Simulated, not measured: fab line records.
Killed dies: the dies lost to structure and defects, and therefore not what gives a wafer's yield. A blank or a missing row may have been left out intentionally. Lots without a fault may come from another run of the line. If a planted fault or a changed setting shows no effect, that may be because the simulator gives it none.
Split-lot study / flow gf180mcu / 23 wafers read across 5 lots, on a route 602 steps long

== ON THE SPLIT ==
At GF_SAB_ETCH_11 (etches SiO2 in C4F8/O2/Ar, target depth 55 nm, time 8.5 s), the setting sourceW was moved away from the recipe's 1500 W on 11 of the 23 wafers read, by -10.1% to +10.0%. For the rest of the wafers, this setting stayed at what the recipe calls for.

The reading is taken at the split's own step.

== THE READING ==
oesProductAu, in a.u., at GF_SAB_ETCH_11 (etches SiO2 in C4F8/O2/Ar, target depth 55 nm, time 8.5 s). Typical for fault-free wafers on this fab line: 1.001 a.u., with standard deviation 0.0088 a.u.

wafer=L075.1; tool, chamber at the split=rieDiel-03, 0; sourceW as run, W=1560; against the recipe=+4.0%; oesProductAu, a.u.=1.019; against lot-mates on the recipe=+0.013
wafer=L075.2; tool, chamber at the split=rieDiel-03, 3; sourceW as run, W=1560; against the recipe=+4.0%; oesProductAu, a.u.=1.012; against lot-mates on the recipe=+0.006
wafer=L075.3; tool, chamber at the split=rieDiel-03, 2; sourceW as run, W=1500; against the recipe=recipe; oesProductAu, a.u.=1.000; against lot-mates on the recipe=-
wafer=L075.5; tool, chamber at the split=rieDiel-03, 0; sourceW as run, W=1560; against the recipe=+4.0%; oesProductAu, a.u.=1.011; against lot-mates on the recipe=+0.005
wafer=L075.6; tool, chamber at the split=rieDiel-03, 3; sourceW as run, W=1500; against the recipe=recipe; oesProductAu, a.u.=1.012; against lot-mates on the recipe=-
wafer=L077.2; tool, chamber at the split=rieDiel-04, 0; sourceW as run, W=1500; against the recipe=recipe; oesProductAu, a.u.=1.011; against lot-mates on the recipe=-
wafer=L077.3; tool, chamber at the split=rieDiel-04, 1; sourceW as run, W=1500; against the recipe=recipe; oesProductAu, a.u.=0.999; against lot-mates on the recipe=-
wafer=L077.4; tool, chamber at the split=rieDiel-04, 3; sourceW as run, W=1500; against the recipe=recipe; oesProductAu, a.u.=0.993; against lot-mates on the recipe=-
wafer=L077.5; tool, chamber at the split=rieDiel-04, 3; sourceW as run, W=1650; against the recipe=+10.0%; oesProductAu, a.u.=1.027; against lot-mates on the recipe=+0.026
wafer=L077.6; tool, chamber at the split=rieDiel-04, 2; sourceW as run, W=1650; against the recipe=+10.0%; oesProductAu, a.u.=1.031; against lot-mates on the recipe=+0.030
wafer=L080.1; tool, chamber at the split=rieDiel-03, 3; sourceW as run, W=1500; against the recipe=recipe; oesProductAu, a.u.=1.008; against lot-mates on the recipe=-
wafer=L080.3; tool, chamber at the split=rieDiel-03, 0; sourceW as run, W=1500; against the recipe=recipe; oesProductAu, a.u.=1.013; against lot-mates on the recipe=-
wafer=L080.6; tool, chamber at the split=rieDiel-03, 0; sourceW as run, W=1500; against the recipe=recipe; oesProductAu, a.u.=1.007; against lot-mates on the recipe=-
wafer=L082.1; tool, chamber at the split=rieDiel-03, 1; sourceW as run, W=1500; against the recipe=recipe; oesProductAu, a.u.=1.016; against lot-mates on the recipe=-
wafer=L082.2; tool, chamber at the split=rieDiel-03, 3; sourceW as run, W=1500; against the recipe=recipe; oesProductAu, a.u.=1.014; against lot-mates on the recipe=-
wafer=L082.3; tool, chamber at the split=rieDiel-03, 0; sourceW as run, W=1349; against the recipe=-10.1%; oesProductAu, a.u.=0.983; against lot-mates on the recipe=-0.032
wafer=L082.5; tool, chamber at the split=rieDiel-03, 3; sourceW as run, W=1349; against the recipe=-10.1%; oesProductAu, a.u.=0.975; against lot-mates on the recipe=-0.040
wafer=L082.6; tool, chamber at the split=rieDiel-03, 2; sourceW as run, W=1349; against the recipe=-10.1%; oesProductAu, a.u.=0.967; against lot-mates on the recipe=-0.048
wafer=L085.1; tool, chamber at the split=rieDiel-02, 3; sourceW as run, W=1500; against the recipe=recipe; oesProductAu, a.u.=0.994; against lot-mates on the recipe=-
wafer=L085.2; tool, chamber at the split=rieDiel-02, 1; sourceW as run, W=1379; against the recipe=-8.1%; oesProductAu, a.u.=0.997; against lot-mates on the recipe=-0.007
wafer=L085.3; tool, chamber at the split=rieDiel-02, 2; sourceW as run, W=1379; against the recipe=-8.1%; oesProductAu, a.u.=0.989; against lot-mates on the recipe=-0.015
wafer=L085.5; tool, chamber at the split=rieDiel-02, 2; sourceW as run, W=1500; against the recipe=recipe; oesProductAu, a.u.=1.014; against lot-mates on the recipe=-
wafer=L085.6; tool, chamber at the split=rieDiel-02, 3; sourceW as run, W=1379; against the recipe=-8.1%; oesProductAu, a.u.=0.977; against lot-mates on the recipe=-0.027

FIT RESULTS
A straight line over all 23 wafers: oesProductAu changes by +0.00258 a.u. for each +1% of sourceW; r = +0.89; the points scatter about the line by 0.0077 a.u.
The same after taking each lot's own level away (the mean of its wafers on the recipe; 23 wafers): +0.00299 a.u. for each +1%; r = +0.91; scatter 0.008 a.u.
The reading moves by 0.03 a.u. for the largest change in sourceW, on that fit.
The span of the lots' own levels, 1.0010 to 1.0150 a.u., comes to 1.6 times the standard deviation stated above.
In other words, the slope is changed by the lot-to-lot level; the two fits disagree.
Check: -0.0309 a.u. against its lot-mates is what the line predicts for one of the wafers moved furthest among these (-10.1%) when that wafer is left out of the fit. It came out at -0.032 a.u. against them.
Tool readings at the split's step, against how far the setting was moved: oesProductAu r = +0.89.

== THE OTHER SPLITS THESE WAFERS WENT THROUGH ==
These wafers also went through other splits before the reading. Each is held against what the fit with the lots' levels taken away leaves over:
other split on the same wafers=GF_SAB_CVD_00 timeS; wafers away from the commonest value=7; r with oesProductAu (lot level and that fit taken away)=+0.29

== THE WHOLE CHAIN: every reading that the file lists as answering this split, in the file's order ==
step=GF_SAB_ETCH_11; what it does=etches SiO2 in C4F8/O2/Ar, target depth 55 nm, time 8.5 s; reading=oesProductAu; change (the file's fit)=+0.00298 a.u. for each +1% of the setting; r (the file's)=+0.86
step=GF_SAB_ETCH_11; what it does=etches SiO2 in C4F8/O2/Ar, target depth 55 nm, time 8.5 s; reading=SAB.featureDepthNm (the simulator's own value, which no gauge read); change (the file's fit)=+0.255 nm for each +1% of the setting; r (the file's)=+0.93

== FILE'S OWN FIT ==
oesProductAu changes by +0.00298 a.u. for each +1% of sourceW, r = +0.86.
